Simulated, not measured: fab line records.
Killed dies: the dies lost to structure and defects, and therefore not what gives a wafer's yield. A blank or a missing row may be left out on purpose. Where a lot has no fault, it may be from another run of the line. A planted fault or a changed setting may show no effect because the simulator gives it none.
fab line records	flow sky130
record: lots: 24	wafers: 72	last_day: 51
route steps=708 shown CONTACT@407 METAL1@435
lots that met no fault: from a run of the same line without faults
start_h: start of the lot's first displayed wafer, in hours after the record's first day	wait_h: hours from the lot's prior step to this one	" repeats the value in the row above	L1.1+2: one row covering several wafers at once	- no value present, or no start provided	* or withheld: withheld	< > ~ a bound
route shown NAME@n: a module of which the file shows steps, and the number in the route of the first	usual: the fault-free wafers' mean and standard deviation	same: alike in all rows	chamber/n: place in a boat	sites: each site's reading	_std_site: standard deviation of those values	_edge_site: outer sites' mean less inner sites'	radius_mm: how far each site lies from the wafer's centre	mask NAME#n: copy n	behind: the last tool/chamber to shape the wafer	hold: why the lot was held/for how many hours/how that ended	device: the n, p or np transistor that did not switch	end of line: at the end of the route, the tests of the same wafers	a step with no rows: only its recipe	killed: count of dies lost to structure and defects at first sort (not the wafer's yield)	map: dies across one wafer; x = killed, . = not, _ = none there
set.NAME: the setting as run; set.NAME@STEP: as run at that earlier step	model.NAME: the simulator's own value behind a step, which no gauge read
steps of the route over a sample of lots; a table a step, a row a wafer
services: a tool's chamber out of use, with start hour (start_h, from the record's first day; less than 0 if before it), hours out, and reason
== steps ==
step: SKY_CONTACT_THK_MEAS_01
recipe: reads: Si3N4_of_CONTACT_CVD_00
usual: CONTACT_CVD_00_THK: 75.0/0.85
lot.wafer	tool	chamber	start_h	wait_h	CONTACT_CVD_00_THK[nm]
L074.1	film_metro-01	-	701.00	-	74.9
L074.2	"	-	"	"	73.9
L074.3	"	-	"	"	74.0
L075.2	film_metro-02	-	734.38	-	73.8
L075.3	"	-	"	"	74.4
L075.6	"	-	"	"	75.4
L076.1	film_metro-02	-	735.52	-	74.3
L076.5	"	-	"	"	76.1
L076.6	"	-	"	"	76.0
L077.1	film_metro-03	-	736.85	-	74.3
L077.4	"	-	"	"	75.7
L077.5	"	-	"	"	75.0
L079.3	film_metro-02	-	740.04	-	74.0
L079.4	"	-	"	"	75.5
L079.5	"	-	"	"	75.2
L078.2	film_metro-01	-	743.82	-	75.8
L078.4	"	-	"	"	75.6
L078.5	"	-	"	"	75.9
L080.3	film_metro-01	-	750.25	-	74.9
L080.5	"	-	"	"	74.8
L080.6	"	-	"	"	76.1
L081.1	film_metro-03	-	763.45	-	75.2
L081.3	"	-	"	"	73.6
L081.6	"	-	"	"	76.0
L082.2	film_metro-02	-	774.31	-	73.8
L082.4	"	-	"	"	74.8
L082.5	"	-	"	"	74.8
L084.3	film_metro-02	-	779.18	-	73.9
L084.4	"	-	"	"	74.0
L084.6	"	-	"	"	75.2
L083.1	film_metro-03	-	782.25	-	74.3
L083.2	"	-	"	"	74.6
L083.5	"	-	"	"	76.0
L085.1	film_metro-03	-	784.29	-	75.0
L085.2	"	-	"	"	75.0
L085.3	"	-	"	"	74.5
L086.2	film_metro-01	-	801.19	-	74.6
L086.4	"	-	"	"	76.6
L086.6	"	-	"	"	74.8
L087.3	film_metro-03	-	811.97	-	74.4
L087.4	"	-	"	"	76.3
L087.6	"	-	"	"	76.1
L088.1	film_metro-01	-	814.11	-	75.6
L088.3	"	-	"	"	75.0
L088.6	"	-	"	"	76.6
L089.2	film_metro-03	-	821.28	-	74.1
L089.3	"	-	"	"	74.2
L089.5	"	-	"	"	75.0
L090.1	film_metro-03	-	831.98	-	73.5
L090.3	"	-	"	"	73.3
L090.4	"	-	"	"	76.0
L091.3	film_metro-02	-	837.07	-	74.4
L091.5	"	-	"	"	74.8
L091.6	"	-	"	"	76.5
L092.3	film_metro-01	-	841.82	-	74.0
L092.4	"	-	"	"	74.5
L092.6	"	-	"	"	75.6
L093.1	film_metro-02	-	856.69	-	74.4
L093.2	"	-	"	"	75.1
L093.3	"	-	"	"	74.8
L094.1	film_metro-02	-	870.12	-	74.3
L094.2	"	-	"	"	75.4
L094.3	"	-	"	"	75.1
L095.1	film_metro-03	-	886.78	-	74.2
L095.3	"	-	"	"	74.8
L095.6	"	-	"	"	74.7
L097.1	film_metro-01	-	902.55	-	75.5
L097.2	"	-	"	"	73.5
L097.4	"	-	"	"	75.6
L096.1	film_metro-02	-	904.82	-	75.0
L096.3	"	-	"	"	75.3
L096.4	"	-	"	"	76.7
step: SKY_CONTACT_ETCH_16
recipe: chemistry: N2/H2	target: BARC	ion_energy_ev: 200	source_w: 500	bias_w: 100	pressure_mtorr: 30	n2_flow_sccm: 100	h2_flow_sccm: 200	stop_on: SiO2	time_s: 45.9	target_depth_a: 600
usual: drypump_motor_current_A: 5.6/0.45	oes_product_au: 0.855/0.005	throttle_valve_pct: 13.225/0.0088
lot.wafer	tool	chamber	start_h	wait_h	drypump_motor_current_A	oes_product_au	rf_hours_counter_h	throttle_valve_pct
L074.1	rie_diel-02	1	729.46	0.0	5.9	0.854	18	13.217
L074.2	"	2	"	"	5.7	0.854	5	13.229
L074.3	"	3	"	"	5.7	0.859	5	13.242
L075.2	rie_diel-01	0	761.66	0.0	6.3	0.857	12	13.226
L075.3	"	2	"	"	4.7	0.849	24	13.231
L075.6	"	0	"	"	6.3	0.845	-	13.229
L076.1	rie_diel-02	2	762.78	0.0	5.7	0.859	6	13.228
L076.5	"	2	"	"	5.7	0.850	-	13.221
L076.6	"	3	"	"	5.8	0.854	-	13.231
L077.1	rie_diel-01	0	764.01	0.0	6.3	0.850	12	13.216
L077.4	"	2	"	"	4.7	0.858	24	13.220
L077.5	"	0	"	"	6.3	0.852	-	13.229
L079.3	rie_diel-01	0	767.16	0.0	6.3	0.860	12	13.226
L079.4	"	2	"	"	4.7	0.854	24	13.237
L079.5	"	2	"	"	4.7	0.862	-	13.223
L078.2	rie_diel-02	0	770.92	0.0	5.9	0.862	1	13.223
L078.4	"	1	"	"	6.0	0.852	19	13.232
L078.5	"	1	"	"	6.0	0.852	-	13.220
L080.3	rie_diel-01	1	779.11	0.0	5.2	0.848	43	13.208
L080.5	"	2	"	"	4.7	0.859	-	13.229
L080.6	"	3	"	"	6.0	0.854	-	13.222
L081.1	rie_diel-02	1	791.01	0.0	6.0	0.854	20	13.233
L081.3	"	3	"	"	5.7	0.860	7	13.228
L081.6	"	3	"	"	5.7	0.853	-	13.233
L082.2	rie_diel-02	1	801.71	0.0	6.0	0.851	20	13.236
L082.4	"	3	"	"	5.7	0.857	8	13.219
L082.5	"	0	"	"	5.9	0.855	-	13.221
L084.3	rie_diel-03	0	805.93	0.0	5.4	0.855	25	13.215
L084.4	"	1	"	"	5.3	0.856	-	13.231
L084.6	"	0	"	"	5.4	0.852	-	13.238
L083.1	rie_diel-02	0	809.63	0.0	5.9	0.846	2	13.222
L083.2	"	1	"	"	6.0	0.855	20	13.216
L083.5	"	0	"	"	5.9	0.862	-	13.237
L085.1	rie_diel-01	3	812.17	0.0	5.9	0.849	14	13.232
L085.2	"	2	"	"	4.7	0.856	25	13.222
L085.3	"	0	"	"	6.3	0.851	14	13.214
L086.2	rie_diel-03	2	828.68	0.0	5.7	0.859	8	13.223
L086.4	"	0	"	"	5.5	0.851	-	13.223
L086.6	"	2	"	"	5.7	0.851	-	13.239
L087.3	rie_diel-03	2	838.41	0.0	5.6	0.854	8	13.235
L087.4	"	1	"	"	5.2	0.862	-	13.232
L087.6	"	2	"	"	5.6	0.863	-	13.234
L088.1	rie_diel-01	2	840.73	0.0	4.7	0.853	26	13.225
L088.3	"	0	"	"	6.3	0.849	14	13.229
L088.6	"	2	"	"	4.7	0.858	-	13.223
L089.2	rie_diel-03	3	847.92	0.0	5.1	0.858	22	13.203
L089.3	"	1	"	"	5.3	0.857	13	13.220
L089.5	"	3	"	"	5.1	0.864	-	13.237
L090.1	rie_diel-01	3	858.88	0.0	5.9	0.859	15	13.222
L090.3	"	1	"	"	5.2	0.852	2	13.219
L090.4	"	0	"	"	6.3	0.846	15	13.210
L091.3	rie_diel-01	0	863.18	0.0	6.3	0.852	15	13.222
L091.5	"	2	"	"	4.8	0.854	-	13.216
L091.6	"	1	"	"	5.2	0.862	-	13.230
L092.3	rie_diel-02	0	868.33	0.0	5.9	0.852	3	13.233
L092.4	"	1	"	"	6.0	0.847	22	13.225
L092.6	"	0	"	"	5.9	0.854	-	13.217
L093.1	rie_diel-01	3	883.52	0.0	5.9	0.865	16	13.219
L093.2	"	2	"	"	4.7	0.850	27	13.219
L093.3	"	1	"	"	5.2	0.864	3	13.227
L094.1	rie_diel-03	3	896.62	0.0	5.1	0.854	24	13.228
L094.2	"	2	"	"	5.6	0.847	10	13.248
L094.3	"	1	"	"	5.2	0.846	15	13.226
L095.1	rie_diel-01	1	912.86	0.0	5.2	0.855	4	13.223
L095.3	"	3	"	"	6.0	0.858	17	13.229
L095.6	"	1	"	"	5.2	0.848	-	13.231
L097.1	rie_diel-01	2	927.77	0.0	4.7	0.862	0	13.227
L097.2	"	0	"	"	6.3	0.855	18	13.236
L097.4	"	3	"	"	5.9	0.860	17	13.218
L096.1	rie_diel-03	2	930.17	0.0	5.6	0.856	11	13.217
L096.3	"	1	"	"	5.3	0.854	16	13.235
L096.4	"	0	"	"	5.4	0.859	0	13.228
step: SKY_METAL1_SPUTTER_01
recipe: material: TiN	target_thk_nm: 20	power_w: 6500	time_s: 16.7	chamber_pressure_pa: 0.4
usual: throttle_valve_pct: 30.3/1.3
lot.wafer	tool	chamber	start_h	wait_h	throttle_valve_pct
L074.1	pvd_sputter-02	-	730.88	0.0	30.5
L074.2	"	-	"	"	30.2
L074.3	"	-	"	"	28.9
L075.2	pvd_sputter-01	-	763.06	0.0	30.8
L075.3	"	-	"	"	32.8
L075.6	"	-	"	"	29.9
L076.1	pvd_sputter-04	-	764.17	0.0	29.4
L076.5	"	-	"	"	28.0
L076.6	"	-	"	"	29.7
L077.1	pvd_sputter-04	-	765.41	0.0	29.6
L077.4	"	-	"	"	30.2
L077.5	"	-	"	"	29.4
L079.3	pvd_sputter-01	-	768.56	0.0	31.0
L079.4	"	-	"	"	30.7
L079.5	"	-	"	"	29.8
L078.2	pvd_sputter-02	-	772.32	0.0	30.4
L078.4	"	-	"	"	30.2
L078.5	"	-	"	"	30.7
L080.3	pvd_sputter-01	-	780.52	0.0	32.6
L080.5	"	-	"	"	30.9
L080.6	"	-	"	"	30.5
L081.1	pvd_sputter-02	-	792.63	0.0	30.3
L081.3	"	-	"	"	30.1
L081.6	"	-	"	"	31.6
L082.2	pvd_sputter-01	-	803.36	0.0	30.9
L082.4	"	-	"	"	30.6
L082.5	"	-	"	"	29.8
L084.3	pvd_sputter-04	-	807.43	0.0	29.6
L084.4	"	-	"	"	28.0
L084.6	"	-	"	"	29.9
L083.1	pvd_sputter-04	-	811.21	0.0	27.7
L083.2	"	-	"	"	29.7
L083.5	"	-	"	"	29.8
L085.1	pvd_sputter-01	-	813.57	0.0	30.6
L085.2	"	-	"	"	32.7
L085.3	"	-	"	"	30.8
L086.2	pvd_sputter-04	-	830.07	0.0	27.8
L086.4	"	-	"	"	29.5
L086.6	"	-	"	"	29.4
L087.3	pvd_sputter-01	-	839.93	0.0	29.5
L087.4	"	-	"	"	31.0
L087.6	"	-	"	"	29.5
L088.1	pvd_sputter-04	-	842.12	0.0	30.0
L088.3	"	-	"	"	29.6
L088.6	"	-	"	"	31.0
L089.2	pvd_sputter-01	-	849.32	0.0	32.7
L089.3	"	-	"	"	30.6
L089.5	"	-	"	"	29.7
L090.1	pvd_sputter-02	-	860.27	0.0	30.0
L090.3	"	-	"	"	31.2
L090.4	"	-	"	"	28.9
L091.3	pvd_sputter-01	-	864.60	0.0	30.5
L091.5	"	-	"	"	30.2
L091.6	"	-	"	"	32.5
L092.3	pvd_sputter-01	-	869.81	0.0	30.6
L092.4	"	-	"	"	30.7
L092.6	"	-	"	"	30.8
L093.1	pvd_sputter-01	-	884.96	0.0	30.9
L093.2	"	-	"	"	29.6
L093.3	"	-	"	"	30.6
L094.1	pvd_sputter-01	-	898.02	0.0	29.6
L094.2	"	-	"	"	32.6
L094.3	"	-	"	"	30.9
L095.1	pvd_sputter-02	-	914.26	0.0	28.8
L095.3	"	-	"	"	30.3
L095.6	"	-	"	"	30.2
L097.1	pvd_sputter-04	-	929.17	0.0	29.6
L097.2	"	-	"	"	29.8
L097.4	"	-	"	"	27.8
L096.1	pvd_sputter-04	-	931.65	0.0	29.9
L096.3	"	-	"	"	29.4
L096.4	"	-	"	"	31.0
step: SKY_METAL1_CD_MEAS_15
recipe: target_cd_nm: 140
usual: cd_nm: 139.5/1.8
lot.wafer	tool	chamber	start_h	wait_h	cd_nm
L074.1	cd_sem-02	-	757.71	-	138.5
L074.2	"	-	"	"	137.8
L074.3	"	-	"	"	137.2
L075.2	cd_sem-01	-	790.39	-	140.4
L075.3	"	-	"	"	140.2
L075.6	"	-	"	"	142.1
L076.1	cd_sem-02	-	791.26	-	138.8
L076.5	"	-	"	"	138.1
L076.6	"	-	"	"	138.1
L077.1	cd_sem-01	-	792.41	-	139.0
L077.4	"	-	"	"	141.8
L077.5	"	-	"	"	139.9
L079.3	cd_sem-02	-	795.30	-	137.4
L079.4	"	-	"	"	136.9
L079.5	"	-	"	"	138.9
L078.2	cd_sem-02	-	799.06	-	142.4
L078.4	"	-	"	"	141.4
L078.5	"	-	"	"	143.2
L080.3	cd_sem-01	-	807.05	-	138.8
L080.5	"	-	"	"	139.9
L080.6	"	-	"	"	139.5
L081.1	cd_sem-01	-	819.18	-	135.8
L081.3	"	-	"	"	137.4
L081.6	"	-	"	"	136.6
L082.2	cd_sem-01	-	830.33	-	140.0
L082.4	"	-	"	"	139.8
L082.5	"	-	"	"	139.7
L084.3	cd_sem-01	-	833.65	-	142.8
L084.4	"	-	"	"	140.4
L084.6	"	-	"	"	143.0
L083.1	cd_sem-02	-	837.61	-	138.4
L083.2	"	-	"	"	139.3
L083.5	"	-	"	"	137.8
L085.1	cd_sem-02	-	839.36	-	139.4
L085.2	"	-	"	"	140.6
L085.3	"	-	"	"	139.6
L086.2	cd_sem-02	-	855.68	-	140.3
L086.4	"	-	"	"	142.1
L086.6	"	-	"	"	141.9
L087.3	cd_sem-02	-	866.35	-	138.8
L087.4	"	-	"	"	138.6
L087.6	"	-	"	"	141.9
L088.1	cd_sem-02	-	868.46	-	137.7
L088.3	"	-	"	"	139.4
L088.6	"	-	"	"	139.1
L089.2	cd_sem-01	-	876.23	-	139.1
L089.3	"	-	"	"	139.0
L089.5	"	-	"	"	138.5
L090.1	cd_sem-02	-	886.22	-	140.0
L090.3	"	-	"	"	140.6
L090.4	"	-	"	"	141.0
L091.3	cd_sem-01	-	890.55	-	140.7
L091.5	"	-	"	"	140.2
L091.6	"	-	"	"	138.0
L092.3	cd_sem-02	-	895.71	-	140.6
L092.4	"	-	"	"	139.2
L092.6	"	-	"	"	138.9
L093.1	cd_sem-02	-	910.26	-	138.2
L093.2	"	-	"	"	138.6
L093.3	"	-	"	"	138.2
L094.1	cd_sem-02	-	923.32	-	142.2
L094.2	"	-	"	"	144.0
L094.3	"	-	"	"	142.4
L095.1	cd_sem-01	-	939.06	-	134.7
L095.3	"	-	"	"	136.8
L095.6	"	-	"	"	136.6
L097.1	cd_sem-01	-	954.01	-	140.1
L097.2	"	-	"	"	140.2
L097.4	"	-	"	"	140.0
L096.1	cd_sem-02	-	956.22	-	139.0
L096.3	"	-	"	"	138.2
L096.4	"	-	"	"	136.9
step: SKY_METAL1_OVL_MEAS_16
usual: METAL1_OVL: 0/5.1
lot.wafer	tool	chamber	start_h	wait_h	METAL1_OVL[nm]
L074.1	overlay-01	-	757.83	0.1	5
L074.2	"	-	"	"	4
L074.3	"	-	"	"	3
L075.2	overlay-01	-	790.50	0.1	-6
L075.3	"	-	"	"	-7
L075.6	"	-	"	"	-6
L076.1	overlay-01	-	791.38	0.1	-2
L076.5	"	-	"	"	-5
L076.6	"	-	"	"	-1
L077.1	overlay-02	-	792.53	0.1	4
L077.4	"	-	"	"	5
L077.5	"	-	"	"	-1
L079.3	overlay-02	-	795.40	0.1	2
L079.4	"	-	"	"	7
L079.5	"	-	"	"	7
L078.2	overlay-02	-	799.17	0.1	6
L078.4	"	-	"	"	8
L078.5	"	-	"	"	4
L080.3	overlay-01	-	807.14	0.1	-3
L080.5	"	-	"	"	-1
L080.6	"	-	"	"	-1
L081.1	overlay-01	-	819.30	0.1	-6
L081.3	"	-	"	"	-3
L081.6	"	-	"	"	-3
L082.2	overlay-01	-	830.44	0.1	-3
L082.4	"	-	"	"	-3
L082.5	"	-	"	"	2
L084.3	overlay-01	-	833.75	0.1	4
L084.4	"	-	"	"	2
L084.6	"	-	"	"	9
L083.1	overlay-01	-	837.73	0.1	-1
L083.2	"	-	"	"	-5
L083.5	"	-	"	"	-2
L085.1	overlay-02	-	839.48	0.1	3
L085.2	"	-	"	"	4
L085.3	"	-	"	"	5
L086.2	overlay-01	-	855.79	0.1	0
L086.4	"	-	"	"	7
L086.6	"	-	"	"	8
L087.3	overlay-01	-	866.45	0.1	-7
L087.4	"	-	"	"	0
L087.6	"	-	"	"	-1
L088.1	overlay-01	-	868.58	0.1	-3
L088.3	"	-	"	"	2
L088.6	"	-	"	"	-1
L089.2	overlay-01	-	876.34	0.1	3
L089.3	"	-	"	"	9
L089.5	"	-	"	"	1
L090.1	overlay-01	-	886.34	0.1	-6
L090.3	"	-	"	"	5
L090.4	"	-	"	"	-3
L091.3	overlay-01	-	890.64	0.1	-3
L091.5	"	-	"	"	1
L091.6	"	-	"	"	-1
L092.3	overlay-02	-	895.80	0.1	1
L092.4	"	-	"	"	-8
L092.6	"	-	"	"	-3
L093.1	overlay-02	-	910.38	0.1	-2
L093.2	"	-	"	"	-5
L093.3	"	-	"	"	1
L094.1	overlay-01	-	923.44	0.1	2
L094.2	"	-	"	"	2
L094.3	"	-	"	"	-2
L095.1	overlay-02	-	939.18	0.1	-2
L095.3	"	-	"	"	5
L095.6	"	-	"	"	-2
L097.1	overlay-01	-	954.13	0.1	5
L097.2	"	-	"	"	5
L097.4	"	-	"	"	5
L096.1	overlay-01	-	956.34	0.1	5
L096.3	"	-	"	"	2
L096.4	"	-	"	"	1
step: SKY_METAL1_METAL_ETCH_19
recipe: target_depth_a: 3600	stop_on: SiO2	over_etch_frac: 0.3	time_s: 78	chemistry: Cl2/BCl3	resist_sidewall_deg: 88	pressure_mtorr: 10	icp_w: 900	bias_w: 48.5	Cl2_flow_sccm: 60	bcl3_flow_sccm: 30
usual: drypump_motor_current_A: 5.9/0.42	oes_product_au: 0.853/0.0056	throttle_valve_pct: 22.264/0.0095
lot.wafer	tool	chamber	start_h	wait_h	drypump_motor_current_A	oes_product_au	rf_hours_counter_h	throttle_valve_pct
L074.1	rie_metal-01	0	757.96	0.0	5.5	0.856	6	22.265
L074.2	"	1	"	"	6.2	0.847	14	22.271
L074.3	"	0	"	"	5.5	0.857	-	22.248
L075.2	rie_metal-02	0	790.62	0.0	6.3	0.846	3	22.248
L075.3	"	1	"	"	5.3	0.857	-	22.258
L075.6	"	1	"	"	5.3	0.854	-	22.261
L076.1	rie_metal-01	0	791.60	0.1	5.5	0.861	8	22.267
L076.5	"	0	"	"	5.5	0.846	-	22.262
L076.6	"	0	"	"	5.5	0.854	-	22.259
L077.1	rie_metal-03	1	792.75	0.1	6.4	0.851	6	22.275
L077.4	"	1	"	"	6.4	0.861	-	22.266
L077.5	"	1	"	"	6.4	0.856	-	22.260
L079.3	rie_metal-02	0	795.54	0.1	6.3	0.852	-	22.255
L079.4	"	1	"	"	5.3	0.859	-	22.263
L079.5	"	1	"	"	5.3	0.846	-	22.271
L078.2	rie_metal-02	1	799.29	0.0	5.3	0.843	16	22.253
L078.4	"	0	"	"	6.3	0.852	-	22.271
L078.5	"	1	"	"	5.3	0.845	-	22.267
L080.3	rie_metal-03	1	807.29	0.1	6.4	0.854	-	22.278
L080.5	"	1	"	"	6.4	0.854	-	22.245
L080.6	"	0	"	"	5.9	0.848	-	22.245
L081.1	rie_metal-02	0	819.53	0.1	6.3	0.857	4	22.270
L081.3	"	0	"	"	6.3	0.845	-	22.280
L081.6	"	0	"	"	6.3	0.855	-	22.278
L082.2	rie_metal-01	1	830.56	0.0	6.2	0.861	1	22.274
L082.4	"	0	"	"	5.5	0.850	-	22.264
L082.5	"	0	"	"	5.5	0.857	-	22.248
L084.3	rie_metal-03	1	833.89	0.1	6.4	0.848	-	22.270
L084.4	"	0	"	"	5.9	0.846	-	22.259
L084.6	"	0	"	"	5.9	0.840	-	22.263
L083.1	rie_metal-01	1	837.86	0.0	6.2	0.848	1	22.278
L083.2	"	0	"	"	5.5	0.857	10	22.255
L083.5	"	1	"	"	6.2	0.856	-	22.264
L085.1	rie_metal-01	0	839.61	0.0	5.5	0.861	10	22.261
L085.2	"	1	"	"	6.2	0.852	1	22.269
L085.3	"	0	"	"	5.5	0.859	-	22.265
L086.2	rie_metal-02	0	855.91	0.0	6.3	0.857	7	22.280
L086.4	"	0	"	"	6.3	0.858	-	22.272
L086.6	"	0	"	"	6.3	0.858	-	22.263
L087.3	rie_metal-01	0	866.59	0.1	5.5	0.851	-	22.262
L087.4	"	1	"	"	6.2	0.861	-	22.277
L087.6	"	1	"	"	6.2	0.856	-	22.268
L088.1	rie_metal-03	1	868.71	0.0	6.4	0.847	8	22.280
L088.3	"	0	"	"	5.9	0.841	-	22.247
L088.6	"	1	"	"	6.4	0.853	-	22.268
L089.2	rie_metal-02	1	876.46	0.0	5.3	0.854	2	22.263
L089.3	"	1	"	"	5.3	0.860	-	22.260
L089.5	"	0	"	"	6.3	0.864	-	22.264
L090.1	rie_metal-02	1	886.47	0.0	5.3	0.854	3	22.273
L090.3	"	0	"	"	6.2	0.858	-	22.264
L090.4	"	1	"	"	5.3	0.860	-	22.265
L091.3	rie_metal-01	0	890.79	0.1	5.5	0.853	-	22.263
L091.5	"	1	"	"	6.2	0.847	-	22.261
L091.6	"	0	"	"	5.5	0.852	-	22.290
L092.3	rie_metal-03	1	895.95	0.1	6.5	0.857	-	22.264
L092.4	"	0	"	"	5.9	0.861	-	22.264
L092.6	"	0	"	"	5.9	0.851	-	22.259
L093.1	rie_metal-03	1	910.51	0.0	6.4	0.855	10	22.269
L093.2	"	0	"	"	5.9	0.859	2	22.254
L093.3	"	1	"	"	6.4	0.862	-	22.254
L094.1	rie_metal-02	1	923.57	0.0	5.3	0.855	4	22.251
L094.2	"	0	"	"	6.3	0.848	10	22.265
L094.3	"	1	"	"	5.3	0.862	-	22.274
L095.1	rie_metal-02	1	939.32	0.0	5.3	0.856	5	22.265
L095.3	"	1	"	"	5.3	0.849	-	22.277
L095.6	"	1	"	"	5.3	0.853	-	22.258
L097.1	rie_metal-01	1	954.27	0.0	6.2	0.857	6	22.272
L097.2	"	0	"	"	5.5	0.855	15	22.242
L097.4	"	1	"	"	6.2	0.850	-	22.268
L096.1	rie_metal-03	0	956.47	0.0	5.8	0.857	4	22.259
L096.3	"	0	"	"	5.9	0.850	-	22.270
L096.4	"	1	"	"	6.4	0.852	-	22.268
== services ==
tool	chamber	start_h	hours	kind
pvd_sputter-04	-	716.89	2.3	repair
rie_diel-03	0	723.93	13.7	repair
pvd_sputter-01	-	734.14	2.2	repair
rie_metal-02	-	750.94	4.4	repair
pvd_sputter-02	-	763.69	4.2	repair
rie_diel-03	3	769.46	4.5	repair
rie_metal-03	1	772.83	4.6	repair
rie_diel-03	0	774.88	7.7	repair
rie_diel-01	1	779.73	-	clean
rie_diel-01	1	779.73	24.2	scheduled_down
rie_diel-01	1	779.73	24.2	vent_cycle
rie_diel-02	1	780.02	6.7	repair
rie_metal-03	0	781.71	19.0	repair
pvd_sputter-01	-	794.84	3.5	repair
rie_diel-03	3	800.84	39.9	repair
rie_metal-03	-	819.33	0.5	repair
rie_diel-01	3	825.12	16.6	repair
rie_metal-03	-	836.86	28.1	pm
pvd_sputter-02	-	855.11	2.4	repair
pvd_sputter-02	-	880.88	0.8	repair
rie_metal-03	-	926.66	0.4	repair
pvd_sputter-02	-	939.26	2.4	repair
rie_metal-02	1	947.03	5.7	repair
rie_metal-02	0	951.45	15.9	repair
== key ==
fault none
